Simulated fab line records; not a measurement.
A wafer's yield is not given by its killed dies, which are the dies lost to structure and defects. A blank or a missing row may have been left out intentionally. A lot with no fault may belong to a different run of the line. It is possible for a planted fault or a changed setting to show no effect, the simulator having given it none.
fab line records | flow sky130 | part 2 of 2: steps 35 to 46 of 46
record lots=5 wafers=15 last-day=50
route steps=708 shown FIELD_ISO@25 NWELL@32 DNWELL@35 PWDE@45
lots untouched by any fault: they come from a run of this same line in which no faults occurred
start-h: hours from the record's first day to the start of the lot's first wafer shown | wait-h: time in hours since the lot's previous step | " same as the row above | L1.1+2: one row covering several wafers at once | - value missing, or start not given | * or withheld: withheld | < > ~ a bound
route shown NAME@n: names a module that has steps shown in the file, with the first one's number in the route | usual: average and standard deviation across the fault-free wafers | same: alike in all rows | chamber/n: place in a boat | sites: readings site by site | _std_site: the values' standard deviation | _edge_site: inner sites' mean taken away from outer sites' mean | radius-mm: for every site, how far away it sits from the centre of the wafer | mask NAME#n: copy n | behind: tool/chamber where the wafer was last shaped | hold: reason for holding the lot/hours on hold/outcome of the hold | device: names the non-switching transistor (n, p or np) | end of line: the route-end tests of the same wafers | a step without rows: its recipe alone | killed: at the first sort, the dies lost to defects and structure; wafer yield is something else | map: a wafer's dies, x killed, . not, _ none there
set.NAME: the run value of the setting; set.NAME@STEP: its run value at that earlier step | model.NAME: the simulator's own value behind a step, which no gauge read
certain route steps with their lots: each step a table, each wafer a row
services: the hour from which a tool's chamber was out of use, counted from the record's first day as start-h (under 0 if before that day), plus the number of hours and why
## steps
# step SKY_NWELL_SOFTBAKE_06
# recipe temp-c=110 time-s=withheld
# columns lot.wafer tool chamber start-h wait-h
L074.3+4+6 litho-track-02 0 79.03 0.1
L076.2+3+4 litho-track-02 0 89.00 0.1
L079.3+4+5 litho-track-03 0 106.84 0.1
L092.1+5+6 litho-track-02 0 180.81 0.1
L094.4+5+6 litho-track-03 0 189.58 0.1
# step SKY_NWELL_EXPOSE_07
# recipe mask-id=NWM na=0.6 source-shape=conventional sigma-outer=0.6 polarization=unpolarized target-cd-nm=840 dose-mj=255
# columns lot.wafer tool chamber start-h wait-h mask
L074.3+4+6 iline-stepper-02 0 - - NWM#0
L076.2+3+4 iline-stepper-02 0 - - NWM#0
L079.3+4+5 iline-stepper-02 0 - - NWM#0
L092.1+5+6 iline-stepper-02 0 - - NWM#0
L094.4+5+6 iline-stepper-02 0 - - NWM#0
# step SKY_NWELL_PEB_08
# recipe temp-c=115 time-s=withheld
# columns lot.wafer tool chamber start-h wait-h
L074.3+4+6 litho-track-02 0 - -
L076.2+3+4 litho-track-02 0 - -
L079.3+4+5 litho-track-04 0 - -
L092.1+5+6 litho-track-04 0 - -
L094.4+5+6 litho-track-02 0 - -
# step SKY_NWELL_DEVELOP_09
# recipe wall-angle-deg=90 developer=TMAH develop-time-s=60 dev-temp-c=23
# columns lot.wafer tool chamber start-h wait-h
L074.3+4+6 litho-track-02 0 - -
L076.2+3+4 litho-track-02 0 - -
L079.3+4+5 litho-track-04 0 - -
L092.1+5+6 litho-track-04 0 - -
L094.4+5+6 litho-track-02 0 - -
# step SKY_NWELL_OVL_MEAS_10
# usual NWELL_00_OVL=0.0/1.2
# columns lot.wafer tool chamber start-h wait-h NWELL_00_OVL[nm]
L074.3 overlay-01 - 86.78 - -1.1
L074.4 " - " " -0.7
L074.6 " - " " 0.7
L076.2 overlay-01 - 97.57 - 0.4
L076.3 " - " " 0.3
L076.4 " - " " 0.7
L079.3 overlay-02 - 115.91 - -1.3
L079.4 " - " " -2.6
L079.5 " - " " -1.3
L092.1 overlay-02 - 191.89 - -0.1
L092.5 " - " " 0.5
L092.6 " - " " -1.9
L094.4 overlay-01 - 200.23 - 0.6
L094.5 " - " " 2.2
L094.6 " - " " 1.1
# step SKY_NWELL_IMPLANT_11
# recipe species=P energy-kev=400 dose-cm2=1.9e+13 tilt-deg=withheld
# usual faraday-current-uA=107.1/2.2
# columns lot.wafer tool chamber start-h wait-h faraday-current-uA
L074.3 implanter-02 0 86.85 0.1 104.7
L074.4 " 0 " " 106.4
L074.6 " 0 " " 104.3
L076.2 implanter-02 0 97.63 0.0 105.2
L076.3 " 0 " " 107.9
L076.4 " 0 " " 106.8
L079.3 implanter-01 0 115.98 0.1 109.8
L079.4 " 0 " " 106.5
L079.5 " 0 " " 111.6
L092.1 implanter-01 0 191.93 0.0 107.7
L092.5 " 0 " " 108.5
L092.6 " 0 " " 104.5
L094.4 implanter-01 0 200.32 0.1 106.3
L094.5 " 0 " " 103.2
L094.6 " 0 " " 107.4
# step SKY_NWELL_IMPLANT_12
# recipe species=P energy-kev=120 dose-cm2=1.3e+12 tilt-deg=withheld
# usual faraday-current-uA=7.33/0.15
# columns lot.wafer tool chamber start-h wait-h faraday-current-uA
L074.3 implanter-02 0 87.00 0.1 7.25
L074.4 " 0 " " 7.36
L074.6 " 0 " " 7.16
L076.2 implanter-02 0 97.78 0.1 7.13
L076.3 " 0 " " 7.50
L076.4 " 0 " " 7.24
L079.3 implanter-01 0 116.13 0.1 7.36
L079.4 " 0 " " 7.47
L079.5 " 0 " " 7.36
L092.1 implanter-01 0 192.08 0.1 7.26
L092.5 " 0 " " 7.20
L092.6 " 0 " " 7.17
L094.4 implanter-01 0 200.47 0.1 7.07
L094.5 " 0 " " 7.57
L094.6 " 0 " " 7.36
# step SKY_NWELL_IMPLANT_13
# recipe species=P energy-kev=50 dose-cm2=7e+11 tilt-deg=withheld
# usual faraday-current-uA=3.95/0.077
# columns lot.wafer tool chamber start-h wait-h faraday-current-uA
L074.3 implanter-02 0 87.15 0.1 3.99
L074.4 " 0 " " 3.97
L074.6 " 0 " " 4.02
L076.2 implanter-02 0 97.93 0.1 3.94
L076.3 " 0 " " 3.92
L076.4 " 0 " " 3.75
L079.3 implanter-01 0 116.28 0.1 3.98
L079.4 " 0 " " 3.87
L079.5 " 0 " " 3.93
L092.1 implanter-01 0 192.23 0.1 3.93
L092.5 " 0 " " 3.86
L092.6 " 0 " " 3.97
L094.4 implanter-01 0 200.62 0.1 4.02
L094.5 " 0 " " 3.94
L094.6 " 0 " " 3.96
# step SKY_NWELL_STRIP_14
# recipe chemistry=O2/N2 power-w=1400 pressure-mtorr=1500 platen-temp-c=withheld o2-flow-sccm=3000 n2-flow-sccm=300 overash-fraction=0.5
# usual drypump-motor-current-A=5.6/0.57 oes-product-au=0.722/0.0047 strip-time-to-endpoint-s=36.98/0.098
# columns lot.wafer tool chamber start-h wait-h drypump-motor-current-A oes-product-au rf-hours-counter-h strip-time-to-endpoint-s
L074.3 plasma-asher-04 0 87.28 0.1 6.2 0.720 - 36.96
L074.4 " 1 " " 5.0 0.726 - 36.92
L074.6 " 1 " " 5.0 0.724 - 37.02
L076.2 plasma-asher-03 1 98.05 0.1 6.1 0.711 29 36.73
L076.3 " 0 " " 4.8 0.723 - 36.76
L076.4 " 1 " " 6.1 0.727 - 36.90
L079.3 plasma-asher-03 1 116.41 0.1 6.1 0.723 - 36.95
L079.4 " 0 " " 4.8 0.725 - 36.84
L079.5 " 0 " " 4.8 0.719 - 36.89
L092.1 plasma-asher-03 0 192.38 0.1 4.8 0.725 39 37.00
L092.5 " 0 " " 4.9 0.721 - 37.05
L092.6 " 1 " " 6.1 0.721 - 36.95
L094.4 plasma-asher-02 0 200.73 0.1 5.8 0.713 - 36.90
L094.5 " 1 " " 5.9 0.727 - 37.01
L094.6 " 0 " " 5.8 0.729 - 37.01
# step SKY_NWELL_TW_MEAS_15
# usual NWELL_TW=1807/8.1
# columns lot.wafer tool chamber start-h wait-h NWELL_TW
L074.3 film-metro-03 - 87.37 0.1 1804
L074.4 " - " " 1808
L074.6 " - " " 1812
L076.2 film-metro-02 - 98.16 0.1 1814
L076.3 " - " " 1813
L076.4 " - " " 1811
L079.3 film-metro-02 - 116.50 0.1 1812
L079.4 " - " " 1818
L079.5 " - " " 1816
L092.1 film-metro-02 - 192.48 0.1 1801
L092.5 " - " " 1797
L092.6 " - " " 1797
L094.4 film-metro-03 - 200.83 0.1 1808
L094.5 " - " " 1805
L094.6 " - " " 1815
# step SKY_NWELL_DEHYDRATE_16
# recipe temp-c=200 time-s=60
# same time-s=60
# columns lot.wafer tool chamber start-h wait-h
L074.3+4+6 litho-track-04 0 95.14 7.8
L076.2+3+4 litho-track-04 0 105.87 7.7
L079.3+4+5 litho-track-04 0 124.79 8.3
L092.1+5+6 litho-track-02 0 202.36 9.9
L094.4+5+6 litho-track-03 0 211.60 10.8
# step SKY_NWELL_HMDS_17
# recipe prime-time-s=60 prime-temp-c=120
# columns lot.wafer tool chamber start-h wait-h
L074.3+4+6 litho-track-04 0 95.29 0.1
L076.2+3+4 litho-track-04 0 106.02 0.1
L079.3+4+5 litho-track-04 0 124.94 0.1
L092.1+5+6 litho-track-02 0 202.51 0.1
L094.4+5+6 litho-track-03 0 211.75 0.1
## services
# columns tool chamber start-h hours kind
cmp-02 - 39.02 0.5 repair
implanter-04 - 40.26 2.8 repair
implanter-02 - 42.35 1.7 repair
implanter-03 - 52.27 1.5 repair
cmp-02 - 58.08 0.6 repair
implanter-03 - 59.05 4.9 pm
plasma-asher-04 - 60.88 1.8 repair
cmp-02 - 64.00 4.0 pm
implanter-03 - 65.30 4.9 repair
furnace-02 - 73.65 3.6 pm
plasma-asher-04 - 75.37 2.8 pm
furnace-01 - 78.16 3.5 pm
furnace-02 - 84.25 3.3 pm
iline-stepper-01 - 86.71 1.7 pm
plasma-asher-01 - 88.70 4.3 pm
furnace-02 - 96.38 2.2 pm
implanter-01 - 102.01 0.8 repair
iline-stepper-01 - 109.37 2.6 repair
implanter-01 - 129.56 9.0 pm
implanter-01 - 142.23 5.2 repair
wet-bench-04 - 171.95 3.8 repair
iline-stepper-02 - 175.01 0.7 repair
iline-stepper-02 - 203.64 1.7 pm
hdpcvd-02 1 208.07 11.6 repair
